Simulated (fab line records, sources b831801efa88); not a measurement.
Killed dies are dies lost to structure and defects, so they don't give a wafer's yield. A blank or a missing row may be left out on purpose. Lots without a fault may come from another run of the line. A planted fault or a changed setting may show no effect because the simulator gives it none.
Split-lot experiment | flow sky130 | 5 lots, 23 wafers read, on a route of 708 steps

THE SPLIT
At SKY_LOCAL_INTERCONNECT_COAT_06 (resist thk 450 nm), the setting spin_rpm was moved away from the recipe's 3000 rpm on 7 of the 23 wafers read, by -6.2% to +2.9%. The other wafers ran this setting at the recipe's value.

The file shows no step between the split and the reading.

THE READING
KrF-thick_of_LOCAL_INTERCONNECT_COAT_06.thk_nm (the simulator's own value, which no gauge read), in nm, at SKY_LOCAL_INTERCONNECT_ETCH_13 (etches BARC in N2/H2, stops on SiO2, time 45.9 s, target depth 60 nm). The file gives no usual value for it. The 16 wafers here that ran the recipe average 391.9 nm, standard deviation 2.1 nm.

wafer  | tool, chamber at the split | spin_rpm as run, rpm | against the recipe | KrF-thick_of_LOCAL_INTERCONNECT_COAT_06.thk_nm, nm | against lot-mates on the recipe
L077.2 | litho_track-03, 0          | 2833                 | -5.6%              | 406.4                                              | +11.8
L077.3 | litho_track-03, 0          | 2833                 | -5.6%              | 408.9                                              | +14.3
L077.4 | litho_track-03, 0          | 3000                 | recipe             | 393.2                                              | -
L077.5 | litho_track-03, 0          | 3000                 | recipe             | 394                                                | -
L077.6 | litho_track-03, 0          | 3000                 | recipe             | 396.5                                              | -
L078.1 | litho_track-01, 0          | 3000                 | recipe             | 393.6                                              | -
L078.2 | litho_track-01, 0          | 3000                 | recipe             | 390.7                                              | -
L078.4 | litho_track-01, 0          | 3000                 | recipe             | 390.7                                              | -
L078.3 | litho_track-01, 0          | 3000                 | recipe             | 392.2                                              | -
L078.5 | litho_track-01, 0          | 3000                 | recipe             | 391.1                                              | -
L080.1 | litho_track-03, 0          | 3000                 | recipe             | 393.4                                              | -
L080.2 | litho_track-03, 0          | 2815                 | -6.2%              | 407.7                                              | +16.1
L080.4 | litho_track-03, 0          | 3000                 | recipe             | 387.6                                              | -
L080.5 | litho_track-03, 0          | 3000                 | recipe             | 393.9                                              | -
L080.6 | litho_track-03, 0          | 2815                 | -6.2%              | 405.4                                              | +13.8
L081.1 | litho_track-03, 0          | 3087                 | +2.9%              | 385.3                                              | -5.1
L081.2 | litho_track-03, 0          | 3087                 | +2.9%              | 385.1                                              | -5.2
L081.3 | litho_track-03, 0          | 3000                 | recipe             | 391.9                                              | -
L081.5 | litho_track-03, 0          | 3000                 | recipe             | 388.8                                              | -
L081.6 | litho_track-03, 0          | 3087                 | +2.9%              | 384.4                                              | -6.0
L082.1 | litho_track-03, 0          | 3000                 | recipe             | 390.3                                              | -
L082.4 | litho_track-03, 0          | 3000                 | recipe             | 391.1                                              | -
L082.5 | litho_track-03, 0          | 3000                 | recipe             | 392                                                | -

THE FIT
A straight line over all 23 wafers: KrF-thick_of_LOCAL_INTERCONNECT_COAT_06.thk_nm changes by -2.54 nm for each +1% of spin_rpm; r = -0.96; the points scatter about the line by 2 nm.
The same after taking each lot's own level away (the mean of its wafers on the recipe; 23 wafers): -2.28 nm for each +1%; r = -0.97; scatter 1.6 nm.
On that fit, the largest move of spin_rpm shifts the reading by 14 nm.
The lots' own levels span 390.35 to 394.57 nm, that is 2.0 times the standard deviation above.
So the lot-to-lot level changes the slope: the two fits differ.
Check: with one of the wafers moved furthest among these (-6.2%) left out of the fit, the line predicts +13.8 nm for it against its lot-mates. It came out at +16.1 nm against them.

OTHER SPLITS ON THESE WAFERS
These wafers also went through other splits before the reading. Each is held against what the fit with the lots' levels taken away leaves over:
other split on the same wafers | wafers away from the commonest value | r with KrF-thick_of_LOCAL_INTERCONNECT_COAT_06.thk_nm (lot level and that fit taken away)
SKY_LI_CONTACT_CVD_21 temp_c   | 7                                    | -0.08

THE WHOLE CHAIN: every reading that the file lists as answering this split, in the file's order
step                            | what it does                                                         | reading                                                                                         | change (the file's fit)              | r (the file's)
SKY_LOCAL_INTERCONNECT_COAT_06  | resist thk 450 nm                                                    | KrF-thick_of_LOCAL_INTERCONNECT_COAT_06.thk_nm (the simulator's own value, which no gauge read) | -2.42 nm for each +1% of the setting | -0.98
SKY_LOCAL_INTERCONNECT_ETCH_13  | etches BARC in N2/H2, stops on SiO2, time 45.9 s, target depth 60 nm | KrF-thick_of_LOCAL_INTERCONNECT_COAT_06.thk_nm (the simulator's own value, which no gauge read) | -2.33 nm for each +1% of the setting | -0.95
SKY_LOCAL_INTERCONNECT_STRIP_15 | strips in O2/N2                                                      | strip_time_to_endpoint_s                                                                        | withheld for each +1% of the setting | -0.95

THE FILE'S OWN FIT
KrF-thick_of_LOCAL_INTERCONNECT_COAT_06.thk_nm changes by -2.33 nm for each +1% of spin_rpm, r = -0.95.
